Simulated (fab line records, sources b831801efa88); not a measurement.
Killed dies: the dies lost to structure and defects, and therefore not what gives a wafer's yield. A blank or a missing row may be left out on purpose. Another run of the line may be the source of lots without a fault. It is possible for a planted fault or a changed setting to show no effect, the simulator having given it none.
Which tool was responsible?	flow sky130	36 wafers from 12 lots sampled at 6 of the route's 708 steps

## WHAT THE GAUGES SHOWED, per wafer
SKY_METAL1_RS_MEAS_05: measurement is done with a four-point probe.
lot	measured	on	METAL1_ALCU_RS (ohm/sq)
L075	day 32 14:23	film metro-03	0.1267 0.1275 0.1272
L077	day 32 23:35	film metro-03	0.1274 0.1266 0.1273
L079	day 33 17:22	film metro-03	0.1265 0.1263 0.1262
L081	day 34 07:22	film metro-03	0.1258 0.1254 0.1259
L083	day 34 21:29	film metro-01	0.1264 0.1260 0.1265
L085	day 35 15:02	film metro-03	0.1304 0.1283 0.1298
L087	day 36 03:40	film metro-03	0.1281 0.1264 0.1256
L089	day 36 23:20	film metro-01	0.1287 0.1280 0.1278
L091	day 37 07:48	film metro-03	0.1262 0.1276 0.1268
L093	day 37 16:37	film metro-01	0.1265 0.1264 0.1271
L095	day 38 06:06	film metro-02	0.1250 0.1241 0.1257
L097	day 38 21:08	film metro-02	0.1256 0.1276 0.1265

## WHICH TOOL RAN EACH LOT (tool, then ch and the chambers of the sampled wafers, then the start)
lot	SKY_LI_CONTACT_ETCH_14	SKY_LI_CONTACT_ETCH_15	SKY_CONTACT_STRIP_19	SKY_CONTACT_CMP_27	SKY_METAL1_SPUTTER_00
L075	rie diel-03 ch 0,2,3, day 30 04:01	rie diel-03 ch 0,2,3, day 30 04:04	plasma asher-01 ch 0,1, day 32 12:59	cmp-01 ch 0,1,2, day 32 13:57	pvd sputter-01, day 32 14:12
L077	rie diel-01 ch 0,1,3, day 30 11:40	rie diel-01 ch 0,1,3, day 30 11:43	plasma asher-01 ch 0,1, day 32 22:11	cmp-01 ch 0,1,3, day 32 23:11	pvd sputter-04, day 32 23:23
L079	rie diel-01 ch 2,3, day 31 07:40	rie diel-01 ch 2,3, day 31 07:43	plasma asher-04 ch 0,1, day 33 15:58	cmp-02 ch 0,1,3, day 33 16:57	pvd sputter-04, day 33 17:12
L081	rie diel-04 ch 1,2,3, day 31 21:46	rie diel-04 ch 1,2,3, day 31 21:49	plasma asher-01 ch 0,1, day 34 05:58	cmp-02 ch 2,3, day 34 06:57	pvd sputter-01, day 34 07:12
L083	rie diel-03 ch 0,2,3, day 32 11:19	rie diel-03 ch 0,2,3, day 32 11:22	plasma asher-01 ch 0,1, day 34 19:59	cmp-01 ch 1,2, day 34 21:03	pvd sputter-04, day 34 21:21
L085	rie diel-01 ch 0,3, day 33 05:56	rie diel-01 ch 0,3, day 33 05:58	plasma asher-01 ch 0,1, day 35 13:40	cmp-02 ch 0,1,2, day 35 14:39	pvd sputter-02, day 35 14:54
L087	rie diel-04 ch 0,3, day 33 18:22	rie diel-04 ch 0,3, day 33 18:25	plasma asher-04 ch 0,1, day 36 02:16	cmp-01 ch 0,1,2, day 36 03:18	pvd sputter-02, day 36 03:30
L089	rie diel-03 ch 1,2,3, day 34 14:31	rie diel-03 ch 1,2,3, day 34 14:34	plasma asher-04 ch 0,1, day 36 21:55	cmp-01 ch 0,1,2, day 36 22:53	pvd sputter-01, day 36 23:11
L091	rie diel-04 ch 0,3, day 34 23:52	rie diel-04 ch 0,3, day 34 23:55	plasma asher-01 ch 0,1, day 37 06:22	cmp-01 ch 2,3, day 37 07:20	pvd sputter-01, day 37 07:38
L093	rie diel-03 ch 0,2,3, day 35 09:13	rie diel-03 ch 0,2,3, day 35 09:16	plasma asher-04 ch 0,1, day 37 15:13	cmp-01 ch 1,2, day 37 16:10	pvd sputter-02, day 37 16:28
L095	rie diel-01 ch 0,1,2, day 35 23:22	rie diel-01 ch 0,1,2, day 35 23:25	plasma asher-01 ch 0,1, day 38 04:43	cmp-01 ch 0,1,2, day 38 05:40	pvd sputter-01, day 38 05:58
L097	rie diel-04 ch 0,1,2, day 36 12:49	rie diel-04 ch 0,1,2, day 36 12:52	plasma asher-01 ch 0,1, day 38 19:44	cmp-01 ch 0,2, day 38 20:39	pvd sputter-01, day 38 20:57
- SKY_LI_CONTACT_ETCH_14: etches BARC in N2/H2, stops on SiO2, time 45.9 s, target depth 60 nm.
- SKY_LI_CONTACT_ETCH_15: etches PSG in C4F8/O2/Ar, stops on Si, target depth 600 nm.
- SKY_CONTACT_STRIP_19: strips in O2/N2.
- SKY_CONTACT_CMP_27: polishes, stops on SiO2, t overpolish 15 s, target thk 0 nm.
- SKY_METAL1_SPUTTER_00: material Ti, target thk 15 nm, time 10 s.

## THE ANSWER, worked out from the rows above alone
Rule: what is usual is taken from the lots themselves. Put in order of their means at a reading, lots are off if they are a third of the lots or fewer, leave a main group of 4 or more, and stand apart from it by a gap of 3 or more times the standard deviation of the main group's means; of several such gaps the widest counts. A main group whose means are all the same, to the digits that the tables above print for the reading, isn't used. Also off: a lot with no number at a reading for which 4 or more lots have one. All remaining lots with rows at the step are treated as sound.
Across all readings shown, no lot is off: no conclusion can be drawn from this.

## WHAT WAS PUT IN BY THE SIMULATOR
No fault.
